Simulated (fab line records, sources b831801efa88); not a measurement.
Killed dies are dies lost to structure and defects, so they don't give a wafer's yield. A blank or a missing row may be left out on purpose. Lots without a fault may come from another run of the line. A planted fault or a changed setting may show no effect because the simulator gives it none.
fab line records | flow gf180mcu | part 1 of 2: steps 1 to 25 of 34
record lots=5 wafers=15 last_day=33
route steps=602 shown M4@461 V4@476
lots that met no fault: from a run of the same line without faults
start_h: hours from the record's first day to the start of the lot's first wafer shown | wait_h: hours since the lot's step before | " the same as in the row above | L1.1+2: a row that stands for several wafers | - no value, or no start given | * or withheld: withheld | < > ~ a bound
route shown NAME@n: a module of which the file shows steps, and the number in the route of the first | usual: mean/standard deviation of fault-free wafers | same: alike in all rows | chamber/n: place in a boat | sites: the reading at each site | _std_site: their standard deviation | _edge_site: outer sites' mean less inner sites' | radius_mm: how far each site lies from the wafer's centre | mask NAME#n: copy n | behind: the tool/chamber that last shaped the wafer | hold: why the lot was held/for how many hours/how that ended | device: the transistor (n, p or np) that didn't switch | end of line: the same wafers' tests at the end of the route | a step without rows: its recipe alone | killed: dies lost to structure and defects at the first sort, not the wafer's yield | map: a wafer's dies, x killed, . not, _ none there
set.NAME: the setting as run; set.NAME@STEP: as run at that earlier step | model.NAME: the simulator's own value behind a step, which no gauge read
lots at some steps of the route; a table a step, a row a wafer
services: from which hour (start_h, from the record's first day; less than 0 if before it) a tool's chamber was out of use, for how many hours, and why
## steps
# step GF_M4_RS_MEAS_05
# recipe thk_meas_gauge=four-point-probe reads=TiN_of_M4_SPUTTER_04+Ti_of_M4_SPUTTER_03+AlCu_of_M4_SPUTTER_02+TiN_of_M4_SPUTTER_01+Ti_of_M4_SPUTTER_00
# usual M4_ALCU_RS=0.0700/0.0007
# columns lot.wafer tool chamber start_h wait_h M4_ALCU_RS[ohm/sq]
L075.1 film_metro-04 - 529.13 0.0 0.0698
L075.3 " - " " 0.0697
L075.4 " - " " 0.0694
L078.1 film_metro-03 - 561.85 0.0 0.0696
L078.4 " - " " 0.0701
L078.6 " - " " 0.0697
L079.2 film_metro-01 - 568.22 0.0 0.0698
L079.3 " - " " 0.0702
L079.4 " - " " 0.0697
L081.2 film_metro-04 - 580.23 0.0 0.0709
L081.3 " - " " 0.0701
L081.5 " - " " 0.0707
L093.2 film_metro-01 - 672.66 0.0 0.0709
L093.4 " - " " 0.0705
L093.5 " - " " 0.0715
# step GF_M4_THK_MEAS_06
# recipe thk_meas_gauge=xrf reads=AlCu_of_M4_SPUTTER_02
# usual M4_ALCU_THK=440/4.5
# columns lot.wafer tool chamber start_h wait_h M4_ALCU_THK[nm]
L075.1 film_metro-04 - 529.25 0.1 444
L075.3 " - " " 443
L075.4 " - " " 446
L078.1 film_metro-03 - 561.97 0.1 440
L078.4 " - " " 439
L078.6 " - " " 442
L079.2 film_metro-01 - 568.33 0.1 442
L079.3 " - " " 440
L079.4 " - " " 444
L081.2 film_metro-04 - 580.34 0.1 435
L081.3 " - " " 441
L081.5 " - " " 437
L093.2 film_metro-01 - 672.77 0.1 437
L093.4 " - " " 438
L093.5 " - " " 432
# step GF_M4_DEHYDRATE_07
# recipe temp_c=200 time_s=60
# usual exhaust_pa=45.2/0.88
# columns lot.wafer tool chamber start_h wait_h exhaust_pa
L075.1 litho_track-02 0 540.06 10.8 43.8
L075.3 " 0 " " 44.4
L075.4 " 0 " " 44.0
L078.1 litho_track-03 0 572.55 10.6 46.0
L078.4 " 0 " " 45.9
L078.6 " 0 " " 45.6
L079.2 litho_track-02 0 578.34 10.0 44.5
L079.3 " 0 " " 44.2
L079.4 " 0 " " 45.5
L081.2 litho_track-02 0 590.54 10.2 46.4
L081.3 " 0 " " 45.8
L081.5 " 0 " " 45.1
L093.2 litho_track-02 0 681.74 9.0 44.2
L093.4 " 0 " " 45.7
L093.5 " 0 " " 44.8
# step GF_M4_HMDS_08
# recipe prime_time_s=60 prime_temp_c=120
# usual exhaust_pa=44.9/0.84 prime_temp_c=120.04/0.12
# columns lot.wafer tool chamber start_h wait_h exhaust_pa prime_temp_c
L075.1 litho_track-02 0 540.21 0.1 44.1 120.27
L075.3 " 0 " " 43.8 120.09
L075.4 " 0 " " 44.4 120.14
L078.1 litho_track-03 0 572.70 0.1 46.1 120.01
L078.4 " 0 " " 44.6 120.17
L078.6 " 0 " " 45.2 119.90
L079.2 litho_track-02 0 578.49 0.1 45.0 120.18
L079.3 " 0 " " 44.5 120.24
L079.4 " 0 " " 44.8 119.96
L081.2 litho_track-02 0 590.69 0.1 45.9 120.08
L081.3 " 0 " " 46.0 119.96
L081.5 " 0 " " 46.1 120.03
L093.2 litho_track-02 0 681.89 0.1 44.8 120.10
L093.4 " 0 " " 43.6 120.05
L093.5 " 0 " " 46.7 119.94
# step GF_M4_COAT_09
# recipe resist=KrF spin_rpm=withheld resist_thk_nm=1000
# usual exhaust_pa=45.0/0.91
# columns lot.wafer tool chamber start_h wait_h exhaust_pa
L075.1 litho_track-02 0 540.36 0.1 44.6
L075.3 " 0 " " 44.9
L075.4 " 0 " " 44.4
L078.1 litho_track-03 0 572.85 0.1 43.9
L078.4 " 0 " " 45.0
L078.6 " 0 " " 44.9
L079.2 litho_track-02 0 578.64 0.1 45.6
L079.3 " 0 " " 44.2
L079.4 " 0 " " 45.1
L081.2 litho_track-02 0 590.84 0.1 45.9
L081.3 " 0 " " 45.0
L081.5 " 0 " " 45.5
L093.2 litho_track-02 0 682.04 0.1 42.4
L093.4 " 0 " " 44.3
L093.5 " 0 " " 42.3
# step GF_M4_SOFTBAKE_10
# recipe temp_c=130 time_s=60 resist=KrF
# usual exhaust_pa=45.3/0.83
# columns lot.wafer tool chamber start_h wait_h exhaust_pa
L075.1 litho_track-02 0 540.51 0.1 44.4
L075.3 " 0 " " 45.8
L075.4 " 0 " " 45.8
L078.1 litho_track-03 0 573.00 0.1 47.4
L078.4 " 0 " " 46.8
L078.6 " 0 " " 46.4
L079.2 litho_track-02 0 578.79 0.1 45.5
L079.3 " 0 " " 45.2
L079.4 " 0 " " 44.6
L081.2 litho_track-02 0 590.99 0.1 45.7
L081.3 " 0 " " 45.9
L081.5 " 0 " " 46.3
L093.2 litho_track-02 0 682.19 0.1 45.7
L093.4 " 0 " " 45.6
L093.5 " 0 " " 43.9
# step GF_M4_EXPOSE_11
# recipe mask_id=Metal4 target_cd_nm=280 na=0.68 source_shape=conventional sigma_outer=0.6 dose_mj=28
# usual exposure_dose_mJ_cm2=28.004/0.027
# columns lot.wafer tool chamber start_h wait_h mask exposure_dose_mJ_cm2
L075.1 krf_scanner-01 0 - - Metal4#0 27.992
L075.3 " 0 " " Metal4#0 28.028
L075.4 " 0 " " Metal4#0 27.978
L078.1 krf_scanner-02 0 - - Metal4#0 27.992
L078.4 " 0 " " Metal4#0 27.978
L078.6 " 0 " " Metal4#0 27.988
L079.2 krf_scanner-02 0 - - Metal4#0 27.988
L079.3 " 0 " " Metal4#0 28.004
L079.4 " 0 " " Metal4#0 28.018
L081.2 krf_scanner-01 0 - - Metal4#0 28.004
L081.3 " 0 " " Metal4#0 27.974
L081.5 " 0 " " Metal4#0 27.983
L093.2 krf_scanner-01 0 - - Metal4#0 28.002
L093.4 " 0 " " Metal4#0 28.019
L093.5 " 0 " " Metal4#0 28.071
# step GF_M4_PEB_12
# recipe peb_temp_c=135 peb_time_s=90 resist=KrF
# usual exhaust_pa=45.1/0.92
# columns lot.wafer tool chamber start_h wait_h exhaust_pa
L075.1 litho_track-03 0 - - 43.2
L075.3 " 0 " " 44.1
L075.4 " 0 " " 44.4
L078.1 litho_track-02 0 - - 43.2
L078.4 " 0 " " 45.0
L078.6 " 0 " " 44.3
L079.2 litho_track-03 0 - - 45.7
L079.3 " 0 " " 46.7
L079.4 " 0 " " 45.3
L081.2 litho_track-03 0 - - 46.0
L081.3 " 0 " " 45.6
L081.5 " 0 " " 45.6
L093.2 litho_track-02 0 - - 44.9
L093.4 " 0 " " 46.2
L093.5 " 0 " " 45.5
# step GF_M4_DEVELOP_13
# recipe develop_time_s=60 dev_temp_c=21
# usual exhaust_pa=45.0/0.85
# columns lot.wafer tool chamber start_h wait_h exhaust_pa
L075.1 litho_track-03 0 551.45 0.2 44.6
L075.3 " 0 " " 45.6
L075.4 " 0 " " 45.1
L078.1 litho_track-02 0 584.01 0.2 44.2
L078.4 " 0 " " 45.0
L078.6 " 0 " " 45.8
L079.2 litho_track-03 0 589.32 0.2 45.0
L079.3 " 0 " " 44.2
L079.4 " 0 " " 44.2
L081.2 litho_track-03 0 601.52 0.2 45.4
L081.3 " 0 " " 44.1
L081.5 " 0 " " 44.7
L093.2 litho_track-02 0 691.24 0.2 45.0
L093.4 " 0 " " 44.7
L093.5 " 0 " " 44.2
# step GF_M4_CD_MEAS_14
# recipe target_cd_nm=280
# usual cd_nm=280.0/1.3
# columns lot.wafer tool chamber start_h wait_h cd_nm
L075.1 cd_sem-02 - 551.60 0.1 278.0
L075.3 " - " " 278.8
L075.4 " - " " 278.6
L078.1 cd_sem-02 - 584.16 0.1 281.1
L078.4 " - " " 280.3
L078.6 " - " " 281.8
L079.2 cd_sem-02 - 589.47 0.1 281.1
L079.3 " - " " 281.7
L079.4 " - " " 281.0
L081.2 cd_sem-01 - 601.67 0.1 278.6
L081.3 " - " " 280.8
L081.5 " - " " 281.5
L093.2 cd_sem-02 - 691.38 0.1 280.6
L093.4 " - " " 279.6
L093.5 " - " " 279.3
# step GF_M4_OVL_MEAS_15
# usual M4_OVL=-2/5.2
# columns lot.wafer tool chamber start_h wait_h M4_OVL[nm]
L075.1 overlay-01 - 551.72 0.1 -1
L075.3 " - " " 5
L075.4 " - " " 0
L078.1 overlay-01 - 584.28 0.1 -3
L078.4 " - " " 6
L078.6 " - " " -5
L079.2 overlay-01 - 589.57 0.1 -13
L079.3 " - " " -6
L079.4 " - " " -5
L081.2 overlay-02 - 601.77 0.1 6
L081.3 " - " " -2
L081.5 " - " " 2
L093.2 overlay-02 - 691.49 0.1 2
L093.4 " - " " 3
L093.5 " - " " 1
# step GF_M4_METAL_ETCH_16
# recipe chemistry=Cl2/BCl3 mask_material=KrF target_depth_nm=627.5 stop_on=SiO2 pressure_mtorr=8 icp_w=800 bias_w=140 Cl2_flow_sccm=80 bcl3_flow_sccm=40 time_s=104.6
# usual bias_w=140.0/0.39 drypump_motor_current_A=5.7/0.42 oes_product_au=0.970/0.0065 throttle_valve_pct=28.252/0.011
# columns lot.wafer tool chamber start_h wait_h bias_w drypump_motor_current_A oes_product_au rf_hours_counter_h throttle_valve_pct
L075.1 rie_metal-04 0 551.75 0.0 139.7 5.1 0.970 1 28.250
L075.3 " 1 " " 139.9 5.6 0.976 - 28.227
L075.4 " 0 " " 139.6 5.1 0.974 - 28.231
L078.1 rie_metal-02 1 584.32 0.0 140.0 6.4 0.980 2 28.254
L078.4 " 1 " " 140.2 6.4 0.965 - 28.249
L078.6 " 1 " " 140.0 6.4 0.969 - 28.265
L079.2 rie_metal-01 1 589.60 0.0 140.2 6.1 0.970 2 28.244
L079.3 " 1 " " 139.6 6.1 0.976 - 28.240
L079.4 " 0 " " 139.9 5.4 0.974 - 28.249
L081.2 rie_metal-01 1 601.80 0.0 139.9 6.1 0.958 3 28.268
L081.3 " 0 " " 139.2 5.5 0.967 - 28.252
L081.5 " 1 " " 140.3 6.1 0.970 - 28.248
L093.2 rie_metal-02 0 691.52 0.0 140.0 5.3 0.963 11 28.261
L093.4 " 1 " " 140.7 6.4 0.964 - 28.242
L093.5 " 1 " " 140.8 6.4 0.968 - 28.267
# step GF_M4_STRIP_17
# recipe chemistry=O2/N2 power_w=1400 pressure_mtorr=1500 platen_temp_c=250 o2_flow_sccm=3000 n2_flow_sccm=300 overash_fraction=0.5
# usual drypump_motor_current_A=5.9/0.48 heater_power_w=328/35 oes_product_au=0.558/0.0053 strip_time_to_endpoint_s=7.88/0.044
# columns lot.wafer tool chamber start_h wait_h drypump_motor_current_A heater_power_w oes_product_au rf_hours_counter_h strip_time_to_endpoint_s
L075.1 plasma_asher-02 0 551.86 0.1 6.2 371 0.562 79 7.87
L075.3 " 1 " " 6.0 332 0.551 - 7.90
L075.4 " 0 " " 6.2 371 0.547 - 7.91
L078.1 plasma_asher-03 0 584.43 0.1 5.9 316 0.562 95 7.92
L078.4 " 0 " " 5.9 330 0.555 - 7.90
L078.6 " 1 " " 5.8 258 0.563 - 7.90
L079.2 plasma_asher-04 1 589.71 0.1 6.6 353 0.555 18 7.91
L079.3 " 0 " " 5.1 313 0.556 - 7.94
L079.4 " 1 " " 6.6 362 0.555 - 7.92
L081.2 plasma_asher-04 1 601.95 0.1 6.6 358 0.557 20 7.88
L081.3 " 0 " " 5.1 318 0.557 - 7.89
L081.5 " 1 " " 6.6 352 0.554 - 7.90
L093.2 plasma_asher-02 0 691.63 0.1 6.2 375 0.563 89 7.85
L093.4 " 1 " " 6.0 338 0.554 - 7.90
L093.5 " 0 " " 6.2 372 0.559 - 7.92
# step GF_M4_STRIP_18
# recipe chemistry=post_etch_residue_remover time_s=1200 temp_c=72.5
# usual bath_guard_temp_C=72.7/0.45
# columns lot.wafer tool chamber start_h wait_h bath_guard_temp_C
L075.1 wet_bench-04 3 551.96 0.1 72.8
L075.3 " 3 " " 73.4
L075.4 " 3 " " 73.2
L078.1 wet_bench-01 0 584.53 0.1 72.5
L078.4 " 0 " " 72.4
L078.6 " 0 " " 72.4
L079.2 wet_bench-02 3 589.81 0.1 72.6
L079.3 " 3 " " 72.2
L079.4 " 3 " " 72.3
L081.2 wet_bench-04 1 602.05 0.1 72.8
L081.3 " 1 " " 72.7
L081.5 " 1 " " 72.8
L093.2 wet_bench-01 1 691.73 0.1 72.1
L093.4 " 1 " " 72.4
L093.5 " 1 " " 72.6
# step GF_M4_CLEAN_19
# recipe chemistry=DIW dry=n2_spin
# columns lot.wafer tool chamber start_h wait_h
L075.1+3+4 wet_bench-02 1 552.31 0.0
L078.1+4+6 wet_bench-01 3 584.87 0.0
L079.2+3+4 wet_bench-01 1 590.19 0.0
L081.2+3+5 wet_bench-02 3 602.39 0.0
L093.2+4+5 wet_bench-01 0 692.07 0.0
# step GF_V4_CVD_00
# recipe material=SiO2 target_thk_nm=600 sigma_open_frac=0.3 temp_c=400 time_s=100 sih4_flow_sccm=60 pressure_mtorr=6
# usual sih4_flow_sccm=59.99/0.17
# columns lot.wafer tool chamber start_h wait_h sih4_flow_sccm
L075.1 hdpcvd-01 2 552.40 0.0 60.03
L075.3 " 0 " " 59.77
L075.4 " 2 " " 60.17
L078.1 hdpcvd-02 1 584.96 0.0 60.15
L078.4 " 1 " " 60.24
L078.6 " 2 " " 60.08
L079.2 hdpcvd-02 1 590.28 0.0 60.18
L079.3 " 2 " " 60.11
L079.4 " 1 " " 60.25
L081.2 hdpcvd-02 1 602.52 0.0 60.14
L081.3 " 1 " " 60.11
L081.5 " 1 " " 59.54
L093.2 hdpcvd-02 1 692.16 0.0 59.86
L093.4 " 2 " " 59.68
L093.5 " 0 " " 60.30
# step GF_V4_THK_MEAS_01
# recipe reads=SiO2_of_V4_CVD_00
# usual V4_CVD_00_THK=599/8.2
# columns lot.wafer tool chamber start_h wait_h V4_CVD_00_THK[nm]
L075.1 film_metro-02 - 552.47 0.0 584
L075.3 " - " " 592
L075.4 " - " " 591
L078.1 film_metro-03 - 585.19 0.2 611
L078.4 " - " " 612
L078.6 " - " " 589
L079.2 film_metro-04 - 590.36 0.0 605
L079.3 " - " " 589
L079.4 " - " " 612
L081.2 film_metro-03 - 602.64 0.1 611
L081.3 " - " " 611
L081.5 " - " " 610
L093.2 film_metro-02 - 692.25 0.0 607
L093.4 " - " " 601
L093.5 " - " " 596
# step GF_V4_CVD_02
# recipe material=SiO2 target_thk_nm=850 precursor=TEOS temp_c=400 time_s=94.851 rf_w=600
# usual heater_power_w=677/79
# columns lot.wafer tool chamber start_h wait_h heater_power_w
L075.1 pecvd-03 1 552.53 0.1 781
L075.3 " 2 " " 514
L075.4 " 0 " " 685
L078.1 pecvd-04 1 585.25 0.1 697
L078.4 " 1 " " 707
L078.6 " 2 " " 651
L079.2 pecvd-01 2 590.41 0.0 621
L079.3 " 0 " " 760
L079.4 " 1 " " 592
L081.2 pecvd-04 0 602.69 0.0 567
L081.3 " 2 " " 808
L081.5 " 1 " " 661
L093.2 pecvd-04 0 692.30 0.0 652
L093.4 " 2 " " 757
L093.5 " 0 " " 702
# step GF_V4_THK_MEAS_03
# recipe reads=SiO2_of_V4_CVD_02
# usual V4_CVD_02_THK=858/11
# columns lot.wafer tool chamber start_h wait_h V4_CVD_02_THK[nm]
L075.1 film_metro-04 - 552.60 0.0 842
L075.3 " - " " 841
L075.4 " - " " 863
L078.1 film_metro-04 - 585.32 0.0 839
L078.4 " - " " 857
L078.6 " - " " 850
L079.2 film_metro-03 - 590.49 0.0 852
L079.3 " - " " 837
L079.4 " - " " 864
L081.2 film_metro-04 - 602.77 0.0 852
L081.3 " - " " 850
L081.5 " - " " 875
L093.2 film_metro-02 - 692.38 0.0 856
L093.4 " - " " 860
L093.5 " - " " 860
# step GF_V4_CMP_04
# recipe material=SiO2 down_force_psi=4 platen_rpm=60 pad_velocity_m_s=0.94248
# usual motor_current_A=12.4/1.2 retaining_ring_pressure_frac=0.999/0.0046 slurry_filter_dp_kPa=13.48/0.14 time_to_endpoint_s=83/6.4
# columns lot.wafer tool chamber start_h wait_h motor_current_A retaining_ring_pressure_frac slurry_filter_dp_kPa time_to_endpoint_s
L075.3 cmp-02 0 552.66 0.0 13.0 0.993 13.33 80
L075.4 " 1 " " 14.1 1.002 13.40 85
L075.1 " 2 " " 11.2 0.996 13.64 71
L078.1 cmp-02 0 585.43 0.1 13.4 1.006 13.42 77
L078.4 " 1 " " 13.9 0.998 13.68 86
L078.6 " 3 " " 12.8 1.010 13.58 80
L079.3 cmp-02 3 590.59 0.1 12.1 1.006 13.51 77
L079.2 " 0 " " 13.5 1.002 13.70 90
L079.4 " 1 " " 13.9 1.001 13.78 90
L081.2 cmp-02 3 603.05 0.3 13.1 1.005 13.43 82
L081.3 " 2 " " 11.6 1.002 13.37 73
L081.5 " 0 " " 14.5 0.997 13.41 92
L093.2 cmp-01 2 692.43 0.0 10.0 1.005 13.22 79
L093.4 " 1 " " 13.4 0.998 13.56 91
L093.5 " 3 " " 11.3 1.000 13.53 86
# step GF_V4_BOW_MEAS_05
# recipe mode=bow
# usual V4_BOW=134/8.9
# columns lot.wafer tool chamber start_h wait_h V4_BOW[um]
L075.1 film_metro-04 - 552.96 0.1 119
L075.3 " - " " 136
L075.4 " - " " 107
L078.1 film_metro-03 - 585.72 0.2 128
L078.4 " - " " 126
L078.6 " - " " 129
L079.2 film_metro-04 - 590.86 0.2 131
L079.3 " - " " 125
L079.4 " - " " 106
L081.2 film_metro-04 - 603.37 0.3 145
L081.3 " - " " 158
L081.5 " - " " 132
L093.2 film_metro-02 - 692.80 0.3 137
L093.4 " - " " 134
L093.5 " - " " 137
# step GF_V4_DEHYDRATE_06
# recipe temp_c=200 time_s=60
# usual exhaust_pa=44.8/0.88
# columns lot.wafer tool chamber start_h wait_h exhaust_pa
L075.1 litho_track-04 0 563.57 10.6 44.6
L075.3 " 0 " " 44.8
L075.4 " 0 " " 44.7
L078.1 litho_track-01 0 595.84 10.1 44.2
L078.4 " 0 " " 46.4
L078.6 " 0 " " 44.5
L079.2 litho_track-04 0 600.79 9.9 45.4
L079.3 " 0 " " 44.9
L079.4 " 0 " " 44.2
L081.2 litho_track-01 0 613.16 9.8 44.2
L081.3 " 0 " " 44.7
L081.5 " 0 " " 43.9
L093.2 litho_track-03 0 701.67 8.9 44.4
L093.4 " 0 " " 44.4
L093.5 " 0 " " 45.8
# step GF_V4_HMDS_07
# recipe prime_time_s=60 prime_temp_c=120
# usual exhaust_pa=45.0/0.8 prime_temp_c=119.99/0.14
# columns lot.wafer tool chamber start_h wait_h exhaust_pa prime_temp_c
L075.1 litho_track-04 0 563.72 0.1 43.9 120.09
L075.3 " 0 " " 45.6 120.13
L075.4 " 0 " " 44.8 120.10
L078.1 litho_track-01 0 595.99 0.1 45.1 119.93
L078.4 " 0 " " 44.7 119.54
L078.6 " 0 " " 45.4 120.11
L079.2 litho_track-04 0 600.94 0.1 45.1 120.15
L079.3 " 0 " " 46.3 119.92
L079.4 " 0 " " 45.7 120.24
L081.2 litho_track-01 0 613.31 0.1 43.8 119.90
L081.3 " 0 " " 45.8 120.15
L081.5 " 0 " " 45.6 119.76
L093.2 litho_track-03 0 701.82 0.1 43.3 119.77
L093.4 " 0 " " 44.8 119.87
L093.5 " 0 " " 43.8 119.91
# step GF_V4_COAT_08
# recipe resist=BARC temp_c=withheld time_s=withheld spin_rpm=withheld resist_thk_nm=withheld
# usual exhaust_pa=45.1/0.83
# columns lot.wafer tool chamber start_h wait_h exhaust_pa
L075.1 litho_track-04 0 563.87 0.1 44.7
L075.3 " 0 " " 45.1
L075.4 " 0 " " 46.5
L078.1 litho_track-01 0 596.14 0.1 44.6
L078.4 " 0 " " 45.4
L078.6 " 0 " " 44.6
L079.2 litho_track-04 0 601.09 0.1 45.6
L079.3 " 0 " " 45.9
L079.4 " 0 " " 46.3
L081.2 litho_track-01 0 613.46 0.1 44.6
L081.3 " 0 " " 44.3
L081.5 " 0 " " 45.1
L093.2 litho_track-03 0 701.97 0.1 44.6
L093.4 " 0 " " 44.6
L093.5 " 0 " " 45.6
# step GF_V4_COAT_09
# recipe resist=KrF spin_rpm=withheld resist_thk_nm=1000
# usual exhaust_pa=45.0/0.87
# columns lot.wafer tool chamber start_h wait_h exhaust_pa
L075.1 litho_track-04 0 - - 46.1
L075.3 " 0 " " 46.3
L075.4 " 0 " " 45.3
L078.1 litho_track-01 0 - - 46.6
L078.4 " 0 " " 44.7
L078.6 " 0 " " 44.4
L079.2 litho_track-04 0 - - 44.6
L079.3 " 0 " " 45.2
L079.4 " 0 " " 45.1
L081.2 litho_track-01 0 - - 45.5
L081.3 " 0 " " 44.6
L081.5 " 0 " " 44.9
L093.2 litho_track-03 0 - - 45.7
L093.4 " 0 " " 43.9
L093.5 " 0 " " 45.0
